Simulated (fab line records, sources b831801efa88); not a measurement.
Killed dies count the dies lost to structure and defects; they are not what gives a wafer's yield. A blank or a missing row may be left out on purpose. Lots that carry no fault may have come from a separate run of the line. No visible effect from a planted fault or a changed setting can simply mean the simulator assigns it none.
fab line records	flow sky130
record: lots: 7	wafers: 18	lastDay: 50
route steps=708 shown METAL3@561 VIA3@573 PAD_OPEN@708
lots with no fault: from the same line, run without faults
startH: hours from the record's opening day to when the first of the lot's shown wafers began	waitH: how many hours have passed since the lot's step before this one	" same as the row above	L1.1+2: several wafers, shown together as one row	- no value, or no start was given	* or withheld: withheld	< > ~ a bound
route shown NAME@n: names a module that has steps shown in the file, with the first one's number in the route	usual: the fault-free wafers' mean and standard deviation	same: alike in all rows	chamber/n: place in a boat	sites: the reading at each site	_std_site: the values' standard deviation	_edge_site: outer sites' mean less inner sites'	radiusMm: for every site, how far away it sits from the centre of the wafer	mask NAME#n: copy n	behind: tool/chamber where the wafer was last shaped	hold: what put the lot on hold/how long, in hours/how the hold closed	device: which transistor (n, p or np) failed to switch	end of line: the route-end tests of the same wafers	step lacking rows: just its recipe	killed: dies lost to structure and defects at the first sort, not the wafer's yield	map: per-die view of a wafer (x killed, . not killed, _ where there is no die)
set.NAME: the setting that was run; set.NAME@STEP: the one run at that earlier step	model.NAME: the simulator's own value behind a step, which no gauge read
certain route steps with their lots: each step a table, each wafer a row
services: a tool's chamber out of use, with start hour (startH, from the record's first day; less than 0 if before it), hours out, and reason
== steps ==
step: SKY_METAL3_PEB_11
recipe: pebTempC: withheld	pebTimeS: withheld	resist: KrF-thick
step: SKY_METAL3_DEVELOP_12
recipe: developTimeS: 60	resist: KrF-thick	devTempC: 21
step: SKY_METAL3_CD_MEAS_13
recipe: targetCdNm: 300
usual: cdNm: 299.9/1.3
lot.wafer	tool	chamber	startH	waitH	cdNm
L714.2	cdSem-02	-	916.94	-	297.5
L714.5	"	-	"	"	298.7
L714.6	"	-	"	"	297.7
L715.3	cdSem-01	-	924.66	-	298.0
L715.4	"	-	"	"	298.5
L715.5	"	-	"	"	299.6
L718.1	cdSem-01	-	946.62	-	300.1
L718.2	"	-	"	"	298.8
L718.6	"	-	"	"	299.1
L722.3	cdSem-01	-	976.36	-	300.7
L722.5	"	-	"	"	301.7
L722.6	"	-	"	"	302.3
L728.2	cdSem-02	-	1038.71	-	299.0
L728.4	"	-	"	"	297.2
L729.1	cdSem-01	-	1047.14	-	299.4
L729.5	"	-	"	"	299.1
L734.2	cdSem-01	-	1065.60	-	299.9
L734.5	"	-	"	"	298.7
step: SKY_METAL3_OVL_MEAS_14
usual: METAL3_OVL: 1/4.9
lot.wafer	tool	chamber	startH	waitH	METAL3_OVL[nm]
L714.2	overlay-02	-	917.05	0.1	-3
L714.5	"	-	"	"	-5
L714.6	"	-	"	"	-2
L715.3	overlay-02	-	924.76	0.1	2
L715.4	"	-	"	"	-2
L715.5	"	-	"	"	-1
L718.1	overlay-02	-	946.74	0.1	5
L718.2	"	-	"	"	4
L718.6	"	-	"	"	3
L722.3	overlay-01	-	976.46	0.1	-4
L722.5	"	-	"	"	4
L722.6	"	-	"	"	0
L728.2	overlay-02	-	1038.82	0.1	-1
L728.4	"	-	"	"	-3
L729.1	overlay-02	-	1047.26	0.1	5
L729.5	"	-	"	"	4
L734.2	overlay-01	-	1065.70	0.1	3
L734.5	"	-	"	"	4
step: SKY_METAL3_DESCUM_15
recipe: chemistry: O2	sourcePowerW: 150	biasPowerW: 0	pressureMtorr: 10	tempC: 40	timeS: 8
usual: drypumpMotorCurrentA: 5.9/0.44	oesProductAu: 0.999/0.0081
lot.wafer	tool	chamber	startH	waitH	drypumpMotorCurrentA	oesProductAu	rfHoursCounterH
L714.2	rieMetal-03	1	917.09	0.0	6.8	0.992	-
L714.5	"	1	"	"	6.8	0.990	-
L714.6	"	1	"	"	6.8	0.989	-
L715.3	rieMetal-01	0	924.79	0.0	5.7	1.009	-
L715.4	"	1	"	"	5.5	1.004	-
L715.5	"	1	"	"	5.5	1.006	-
L718.1	rieMetal-01	1	946.78	0.0	5.5	0.996	12
L718.2	"	0	"	"	5.7	0.978	7
L718.6	"	0	"	"	5.7	0.977	-
L722.3	rieMetal-01	0	976.49	0.0	5.7	0.990	-
L722.5	"	1	"	"	5.5	0.996	-
L722.6	"	0	"	"	5.7	0.998	-
L728.2	rieMetal-01	0	1038.85	0.0	5.7	0.996	11
L728.4	"	1	"	"	5.5	1.000	-
L729.1	rieMetal-02	0	1047.30	0.0	5.3	0.996	7
L729.5	"	1	"	"	6.1	1.005	-
L734.2	rieMetal-02	1	1065.73	0.0	6.1	1.005	17
L734.5	"	0	"	"	5.3	0.997	-
step: SKY_METAL3_ETCH_16
recipe: chemistry: N2/H2	target: BARC	ionEnergyEv: 200	biasW: 100	pressureMtorr: 30	n2FlowSccm: 100	h2FlowSccm: 200	icpW: 500	stopOn: SiO2	timeS: 88.2	targetDepthA: 600
step: SKY_METAL3_ETCH_17
recipe: target: SiO2	stopOn: TiN	chemistry: C4F8/O2/Ar	sourceW: 1500	biasW: 1200	pressureMtorr: 40	c4f8FlowSccm: withheld	O2_flow_sccm: 6	Ar_flow_sccm: 300	timeS: 3.9	targetDepthA: 150
usual: biasW: 1200/4	oesProductAu: 0.756/0.0068
lot.wafer	tool	chamber	startH	waitH	biasW	oesProductAu	rfHoursCounterH
L714.2	rieDiel-02	2	917.34	0.1	1199	0.743	14
L714.5	"	2	"	"	1201	0.764	-
L714.6	"	0	"	"	1203	0.756	-
L715.3	rieDiel-02	1	924.91	0.0	1199	0.765	13
L715.4	"	2	"	"	1204	0.761	-
L715.5	"	1	"	"	1199	0.754	-
L718.1	rieDiel-03	2	946.91	0.1	1203	0.759	15
L718.2	"	0	"	"	1205	0.749	9
L718.6	"	2	"	"	1206	0.747	-
L722.3	rieDiel-03	3	976.61	0.0	1200	0.763	6
L722.5	"	0	"	"	1200	0.758	-
L722.6	"	3	"	"	1194	0.758	-
L728.2	rieDiel-03	0	1038.98	0.1	1197	0.752	12
L728.4	"	3	"	"	1197	0.757	8
L729.1	rieDiel-04	0	1047.43	0.1	1202	0.749	1
L729.5	"	2	"	"	1200	0.762	-
L734.2	rieDiel-04	0	1065.86	0.1	1198	0.761	2
L734.5	"	0	"	"	1194	0.752	-
step: SKY_METAL3_METAL_ETCH_18
recipe: targetDepthA: 8450	stopOn: SiO2	overEtchFrac: 0.3	timeS: 183.1	chemistry: Cl2/BCl3	resistSidewallDeg: 88	pressureMtorr: 10	icpW: 900	biasW: 48.5	Cl2_flow_sccm: 60	bcl3FlowSccm: 30
usual: bcl3FlowSccm: 30.00/0.092	biasW: 48.50/0.15	drypumpMotorCurrentA: 6.1/0.5	oesProductAu: 0.868/0.0062	throttleValvePct: 22.263/0.008
lot.wafer	tool	chamber	startH	waitH	bcl3FlowSccm	biasW	drypumpMotorCurrentA	oesProductAu	rfHoursCounterH	throttleValvePct
L714.2	rieMetal-01	0	917.36	0.0	30.06	48.33	5.7	0.870	6	22.254
L714.5	"	1	"	"	29.73	48.41	5.5	0.874	-	22.262
L714.6	"	0	"	"	29.84	48.63	5.7	0.861	-	22.260
L715.3	rieMetal-02	1	925.05	0.1	29.99	48.55	6.1	0.871	-	22.264
L715.4	"	1	"	"	29.94	48.41	6.1	0.864	-	22.272
L715.5	"	1	"	"	29.84	48.48	6.1	0.874	-	22.257
L718.1	rieMetal-03	1	946.93	0.0	30.21	48.68	6.8	0.860	9	22.257
L718.2	"	0	"	"	30.10	48.23	6.1	0.870	0	22.290
L718.6	"	0	"	"	29.96	48.34	6.1	0.869	-	22.268
L722.3	rieMetal-03	0	976.69	0.1	30.04	48.60	6.1	0.872	-	22.270
L722.5	"	1	"	"	29.89	48.09	6.8	0.867	-	22.265
L722.6	"	0	"	"	30.00	48.70	6.1	0.869	-	22.268
L728.2	rieMetal-03	1	1039.00	0.0	29.93	48.42	6.8	0.874	16	22.257
L728.4	"	1	"	"	29.84	48.66	6.8	0.858	-	22.273
L729.1	rieMetal-01	0	1047.45	0.0	30.03	48.51	5.7	0.871	12	22.271
L729.5	"	1	"	"	29.99	48.44	5.5	0.880	-	22.274
L734.2	rieMetal-03	0	1065.88	0.0	30.06	48.67	6.1	0.870	7	22.247
L734.5	"	1	"	"	29.91	48.42	6.8	0.870	-	22.260
step: SKY_METAL3_STRIP_19
recipe: chemistry: O2/N2	powerW: 1400	pressureMtorr: 1500	platenTempC: withheld	o2FlowSccm: 3000	n2FlowSccm: 300	overashFraction: 0.5
usual: drypumpMotorCurrentA: 5.7/0.44	oesProductAu: 0.502/0.0056	stripTimeToEndpointS: 6.54/0.074
lot.wafer	tool	chamber	startH	waitH	drypumpMotorCurrentA	oesProductAu	rfHoursCounterH	stripTimeToEndpointS
L714.2	plasmaAsher-03	1	917.60	0.2	5.6	0.501	77	6.55
L714.5	"	0	"	"	5.2	0.499	-	6.52
L714.6	"	1	"	"	5.6	0.504	-	6.58
L715.3	plasmaAsher-01	0	925.32	0.2	5.6	0.497	-	6.43
L715.4	"	1	"	"	6.6	0.490	-	6.44
L715.5	"	0	"	"	5.6	0.499	-	6.38
L718.1	plasmaAsher-03	1	947.11	0.1	5.5	0.502	80	6.50
L718.2	"	0	"	"	5.2	0.503	80	6.55
L718.6	"	0	"	"	5.2	0.498	-	6.51
L722.3	plasmaAsher-01	0	976.84	0.1	5.6	0.498	-	6.47
L722.5	"	0	"	"	5.6	0.508	-	6.60
L722.6	"	1	"	"	6.6	0.502	-	6.51
L728.2	plasmaAsher-03	0	1039.18	0.1	5.2	0.510	91	6.63
L728.4	"	0	"	"	5.2	0.501	-	6.54
L729.1	plasmaAsher-02	0	1047.63	0.1	5.9	0.506	120	6.63
L729.5	"	1	"	"	6.1	0.510	-	6.53
L734.2	plasmaAsher-01	1	1066.06	0.1	6.6	0.504	33	6.55
L734.5	"	0	"	"	5.6	0.494	-	6.52
step: SKY_METAL3_STRIP_20
recipe: chemistry: postEtchResidueRemover	timeS: 1200	tempC: 72.5
step: SKY_METAL3_CLEAN_21
recipe: chemistry: IPA	timeS: 180	tempC: 25
step: SKY_METAL3_CLEAN_22
recipe: chemistry: O3/DIW	dry: n2Spin
step: SKY_VIA3_HDPCVD_00
recipe: material: SiO2	targetThkNm: 1635	sigmaOpenFrac: 0.3	timeS: 272.5	tempC: 400	sih4FlowSccm: 60	pressureMtorr: 6
usual: runLengthS: 300.4/0.53
lot.wafer	tool	chamber	startH	waitH	runLengthS	model.SiO2_of_VIA3_HDPCVD_00.thkNm
L714.2	hdpcvd-01	1	918.19	0.0	300.2	1665
L714.5	"	1	"	"	299.7	1644
L714.6	"	0	"	"	300.8	1643
L715.3	hdpcvd-02	1	925.88	0.0	300.3	1634
L715.4	"	2	"	"	300.4	1621
L715.5	"	1	"	"	300.2	1646
L718.1	hdpcvd-02	0	947.70	0.0	299.8	1638
L718.2	"	1	"	"	300.6	1624
L718.6	"	0	"	"	299.4	1634
L722.3	hdpcvd-01	1	977.74	0.0	300.2	1640
L722.5	"	0	"	"	300.4	1607
L722.6	"	2	"	"	301.1	1612
L728.2	hdpcvd-02	0	1039.84	0.0	299.6	1631
L728.4	"	2	"	"	114.9	537
L729.1	hdpcvd-02	2	1048.26	0.0	300.5	1640
L729.5	"	0	"	"	115.1	513.8
L734.2	hdpcvd-02	1	1066.65	0.0	300.2	1624
L734.5	"	2	"	"	114.8	504.3
step: SKY_VIA3_THK_MEAS_01
recipe: reads: SiO2_of_VIA3_HDPCVD_00
usual: VIA3_HDPCVD_THK: 1626/19
lot.wafer	tool	chamber	startH	waitH	VIA3_HDPCVD_THK[nm]
L714.2	filmMetro-03	-	918.37	0.1	1664
L714.5	"	-	"	"	1645
L714.6	"	-	"	"	1642
L715.3	filmMetro-03	-	926.06	0.1	1633
L715.4	"	-	"	"	1621
L715.5	"	-	"	"	1646
L718.1	filmMetro-02	-	947.87	0.1	1638
L718.2	"	-	"	"	1624
L718.6	"	-	"	"	1634
L722.3	filmMetro-03	-	977.93	0.1	1640
L722.5	"	-	"	"	1607
L722.6	"	-	"	"	1610
L728.2	filmMetro-03	-	1040.02	0.1	1631
L728.4	"	-	"	"	537
L729.1	filmMetro-03	-	1048.43	0.1	1641
L729.5	"	-	"	"	514
L734.2	filmMetro-02	-	1066.86	0.1	1625
L734.5	"	-	"	"	504
step: SKY_VIA3_CMP_02
recipe: material: SiO2	downForcePsi: 4	platenRpm: 60	padVelocityMS: 0.94248
usual: edgeZonePressureFrac: 1.000/0.005	motorCurrentA: 12.8/0.84
lot.wafer	tool	chamber	startH	waitH	edgeZonePressureFrac	motorCurrentA
L714.2	cmp-01	0	918.47	0.1	1.006	11.5
L714.5	"	3	"	"	1.012	12.4
L714.6	"	0	"	"	1.003	12.7
L715.3	cmp-02	1	926.10	0.0	1.001	12.6
L715.4	"	2	"	"	1.000	14.5
L715.5	"	2	"	"	0.996	14.1
L718.2	cmp-01	3	947.95	0.1	1.011	12.3
L718.1	"	1	"	"	1.010	12.1
L718.6	"	3	"	"	1.002	12.9
L722.3	cmp-02	0	978.02	0.1	1.001	13.6
L722.5	"	3	"	"	0.994	11.7
L722.6	"	0	"	"	1.004	12.5
L728.2	cmp-02	2	1040.07	0.0	1.003	14.8
L728.4	"	3	"	"	1.006	12.3
L729.1	cmp-01	1	1048.64	0.2	0.999	11.8
L729.5	"	2	"	"	1.004	13.5
L734.2	cmp-01	3	1067.06	0.2	0.998	12.7
L734.5	"	0	"	"	1.004	12.7
step: SKY_PAD_OPEN_PROBE_99
usual: defectLimitedYield: 82.5/1.9	killed_at_M0_to_M3: 44/7.3	killed_at_M4_up: 3.2/1.8	killedAtContacts: 24/5.4	killedAtFrontEnd: 16/4.4	killedAtOther: 0.3/0.48	killedDies: 86/9.5	killedOnRim: 17/4	killedOpen: 47/7.7	killedShort: 39/6.4
same: grossDies: 492	killedAtBackSide: 0
lot.wafer	tool	chamber	startH	waitH	defectLimitedYield[%]	killed_at_M0_to_M3	killed_at_M4_up	killedAtContacts	killedAtFrontEnd	killedAtOther	killedDies	killedOnRim	killedOpen	killedShort	model.etest.tester.sortNPass	model.etest.tester.sortYieldPct	model.etest.tester.sort_bin_3_pct	model.etest.met4Comb.leakLog10AUm	model.etest.tester.sort_bin_8_pct
L714.2	prober-01	-	1085.64	0.1	82.3	46	2	22	17	0	87	14	37	50	405	82.32	1.016	-11.88	0
L714.5	prober-01	-	1085.79	0.2	83.9	40	3	28	8	0	79	10	39	40	413	83.94	0.2033	-11.95	0
L714.6	prober-01	-	1085.84	0.2	82.9	43	3	19	19	0	84	18	49	35	408	82.93	1.423	-11.94	0
L715.3	prober-02	-	1096.14	0.2	81.3	43	5	33	10	1	92	21	50	42	400	81.3	1.016	-12.06	0
L715.4	prober-02	-	1096.19	0.2	84.8	39	3	24	9	0	75	13	43	32	417	84.76	0.4065	-12.08	0
L715.5	prober-02	-	1096.24	0.2	81.9	42	3	29	15	0	89	17	45	44	403	81.91	0.6098	-11.98	0
L718.1	prober-01	-	1109.21	0.1	84.3	37	2	20	18	0	77	22	39	38	415	84.35	1.016	-11.91	0
L718.2	prober-01	-	1109.26	0.1	80.5	53	2	18	23	0	96	16	50	46	396	80.49	1.22	-11.91	0
L718.6	prober-01	-	1109.46	0.2	82.1	38	7	24	19	0	88	23	48	40	404	82.11	1.016	-11.82	0
L722.3	prober-01	-	1134.50	0.2	85.0	41	2	24	7	0	74	13	40	34	418	84.96	1.016	-11.94	0
L722.5	prober-01	-	1134.60	0.2	85.0	40	4	12	18	0	74	9	42	32	418	84.96	1.626	-11.89	0
L722.6	prober-01	-	1134.65	0.2	86.6	34	1	19	12	0	66	13	40	26	426	86.59	0.813	-11.89	0
L728.2	prober-01	-	1185.16	0.1	81.1	54	3	19	17	0	93	25	52	41	399	81.1	0.6098	-12.11	0
L728.4	prober-01	-	1185.26	0.2	80.9	56	4	22	12	0	94	18	48	46	210	42.68	38.82	-6.993	1.842e-06
L729.1	prober-02	-	1189.79	0.1	82.9	56	3	14	11	0	84	19	44	40	408	82.93	0.2033	-11.92	0
L729.5	prober-02	-	1189.99	0.2	81.9	34	6	27	22	0	89	21	49	40	219	44.51	37.4	-7.07	5.826e-07
L734.2	prober-02	-	1204.20	0.1	82.7	42	6	18	19	0	85	16	52	33	407	82.72	0.813	-11.75	0
L734.5	prober-02	-	1204.35	0.2	83.7	49	3	9	19	0	80	19	44	36	238	48.37	36.79	-7.036	0.001189
killed by level:class
L714.2 VIA1:geometricParticle:open=9 CONTACT:geometricParticle:short=8 METAL1:geometricParticle:short=7 VIA1:geometricParticle:short=7 CONTACT:geometricParticle:open=6 METAL2:geometricParticle:short=5 VIA2:geometricParticle:open=5 POLY_CUT:geometricParticle:short=4
L714.5 VIA1:geometricParticle:open=10 VIA2:geometricParticle:open=7 LOCAL_INTERCONNECT:geometricParticle:short=7 LI_CONTACT:geometricParticle:open=6 CONTACT:geometricParticle:short=5 CONTACT:geometricParticle:open=5 VIA3:geometricParticle:open=5 FIELD_ISO:geometricParticle:short=4
L714.6 VIA1:geometricParticle:open=16 CONTACT:geometricParticle:open=9 POLY_GATE:geometricParticle:open=8 FIELD_ISO:geometricParticle:short=6 VIA1:geometricParticle:short=6 METAL1:geometricParticle:short=5 VIA3:geometricParticle:open=5 FIELD_ISO:geometricParticle:open=4
L715.3 VIA1:geometricParticle:open=10 CONTACT:geometricParticle:open=9 LI_CONTACT:geometricParticle:open=9 POLY_GATE:geometricParticle:open=6 VIA2:geometricParticle:open=6 LOCAL_INTERCONNECT:geometricParticle:short=5 VIA1:geometricParticle:short=5 VIA2:geometricParticle:short=5
L715.4 VIA1:geometricParticle:open=12 CONTACT:geometricParticle:open=8 LI_CONTACT:geometricParticle:open=7 VIA3:geometricParticle:open=6 VIA1:geometricParticle:short=6 METAL2:geometricParticle:short=5 CONTACT:geometricParticle:short=4 METAL1:geometricParticle:short=4
L715.5 VIA1:geometricParticle:open=9 METAL1:geometricParticle:short=8 CONTACT:geometricParticle:open=8 LI_CONTACT:geometricParticle:open=7 VIA3:geometricParticle:open=7 CONTACT:geometricParticle:short=5 VIA3:geometricParticle:short=5 LI_CONTACT:geometricParticle:short=4
L718.1 CONTACT:geometricParticle:open=11 FIELD_ISO:geometricParticle:short=6 POLY_GATE:geometricParticle:short=6 VIA1:geometricParticle:open=6 METAL2:geometricParticle:short=6 VIA1:geometricParticle:short=5 VIA2:geometricParticle:open=5 METAL1:geometricParticle:short=5
L718.2 VIA2:geometricParticle:open=12 VIA1:geometricParticle:open=10 FIELD_ISO:geometricParticle:open=7 CONTACT:geometricParticle:open=7 METAL2:geometricParticle:short=7 FIELD_ISO:geometricParticle:short=5 VIA1:geometricParticle:short=5 VIA3:geometricParticle:open=5
L718.6 VIA1:geometricParticle:open=14 CONTACT:geometricParticle:open=8 FIELD_ISO:geometricParticle:open=7 VIA3:geometricParticle:short=7 LI_CONTACT:geometricParticle:open=5 LOCAL_INTERCONNECT:geometricParticle:short=5 METAL2:geometricParticle:short=5 FIELD_ISO:geometricParticle:short=4
L722.3 VIA1:geometricParticle:open=10 VIA2:geometricParticle:open=9 CONTACT:geometricParticle:open=8 METAL2:geometricParticle:short=7 LI_CONTACT:geometricParticle:open=6 CONTACT:geometricParticle:short=5 VIA3:geometricParticle:open=4 METAL1:geometricParticle:short=4
L722.5 VIA1:geometricParticle:open=10 VIA3:geometricParticle:open=8 FIELD_ISO:geometricParticle:open=5 LI_CONTACT:geometricParticle:open=5 VIA3:geometricParticle:short=5 FIELD_ISO:geometricParticle:short=4 METAL1:geometricParticle:short=4 METAL3:geometricParticle:short=4
L722.6 METAL1:geometricParticle:short=10 CONTACT:geometricParticle:open=9 VIA1:geometricParticle:open=8 LI_CONTACT:geometricParticle:open=6 POLY_GATE:geometricParticle:open=4 VIA2:geometricParticle:open=4 VIA3:geometricParticle:open=4 METAL2:geometricParticle:short=3
L728.2 VIA2:geometricParticle:open=10 VIA1:geometricParticle:open=10 METAL2:geometricParticle:short=9 CONTACT:geometricParticle:open=7 LI_CONTACT:geometricParticle:open=6 VIA1:geometricParticle:short=6 VIA2:geometricParticle:short=6 VIA3:geometricParticle:open=6
L728.4 VIA1:geometricParticle:open=17 CONTACT:geometricParticle:open=9 METAL3:geometricParticle:short=8 VIA2:geometricParticle:open=6 VIA3:geometricParticle:short=6 CONTACT:geometricParticle:short=5 VIA1:geometricParticle:short=5 LI_CONTACT:geometricParticle:open=4
L729.1 VIA3:geometricParticle:open=16 VIA1:geometricParticle:open=8 VIA1:geometricParticle:short=7 METAL2:geometricParticle:short=7 CONTACT:geometricParticle:open=6 VIA2:geometricParticle:open=5 FIELD_ISO:geometricParticle:open=4 POLY_GATE:geometricParticle:short=4
L729.5 CONTACT:geometricParticle:open=12 VIA1:geometricParticle:open=9 LI_CONTACT:geometricParticle:open=7 FIELD_ISO:geometricParticle:open=6 VIA1:geometricParticle:short=6 FIELD_ISO:geometricParticle:short=5 POLY_GATE:geometricParticle:short=4 LI_CONTACT:geometricParticle:short=4
L734.2 CONTACT:geometricParticle:open=9 VIA1:geometricParticle:open=7 VIA3:geometricParticle:open=7 FIELD_ISO:geometricParticle:open=6 METAL2:geometricParticle:short=5 VIA2:geometricParticle:open=5 POLY_GATE:geometricParticle:open=4 LOCAL_INTERCONNECT:geometricParticle:short=4
L734.5 VIA1:geometricParticle:open=11 VIA1:geometricParticle:short=9 FIELD_ISO:geometricParticle:short=6 METAL2:geometricParticle:open=6 VIA2:geometricParticle:open=6 FIELD_ISO:geometricParticle:open=5 VIA3:geometricParticle:open=5 CONTACT:geometricParticle:open=5
== services ==
tool	chamber	startH	hours	kind
rieDiel-03	0	900.14	3.5	repair
hdpcvd-02	-	901.46	2.8	pm
cmp-02	-	906.44	1.8	repair
rieMetal-02	0	911.27	20.4	repair
cmp-01	-	913.40	4.0	pm
rieMetal-01	-	913.88	0.4	repair
cmp-02	-	918.30	0.5	repair
rieDiel-04	2	918.76	6.1	repair
rieDiel-03	1	930.45	2.5	repair
cmp-01	-	944.64	1.3	repair
cmp-02	-	946.01	2.4	repair
hdpcvd-02	-	950.25	15.0	pm
cmp-02	-	954.34	1.3	repair
rieMetal-01	-	959.83	14.6	pm
cmp-01	-	970.09	0.9	repair
hdpcvd-02	-	975.17	5.5	pm
rieMetal-01	1	976.82	3.3	repair
rieDiel-02	2	1006.47	5.0	repair
rieMetal-03	0	1012.86	16.2	repair
plasmaAsher-01	-	1018.72	1.3	repair
hdpcvd-02	-	1026.53	0.8	repair
rieDiel-02	1	1039.14	9.0	repair
cmp-01	-	1043.31	2.8	pm
rieDiel-02	1	1065.98	9.5	repair
== key ==
firstSign: step: SKY_VIA3_HDPCVD_00	reading: runLengthS	direction: down	sigmas: 99+	usual: *	struck: *
effect: step: SKY_VIA3_THK_MEAS_01	reading: VIA3_HDPCVD_THK	direction: down	sigmas: 58	usual: 1626	struck: 518
modelEffect: step: SKY_VIA3_HDPCVD_00	value: SiO2_of_VIA3_HDPCVD_00.thkNm	without: 1630	struck: 518.4
modelEffect: step: SKY_PAD_OPEN_PROBE_99	value: etest.tester.sortNPass	without: 404.3	struck: 222.3
metAt SKY_VIA3_HDPCVD_00
struckWafers L728.4,L729.5,L734.5
onsetBetween 947.70 1039.84
fault: kind: processParameterDrift	tool: hdpcvd-02	chamber: -	onsetH: 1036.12	steps: SKY_VIA3_HDPCVD_00	channel: timeS	offset: *	shape: step	endH: 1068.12	scope: struckWafersOnly	actsIn: *	stated: *
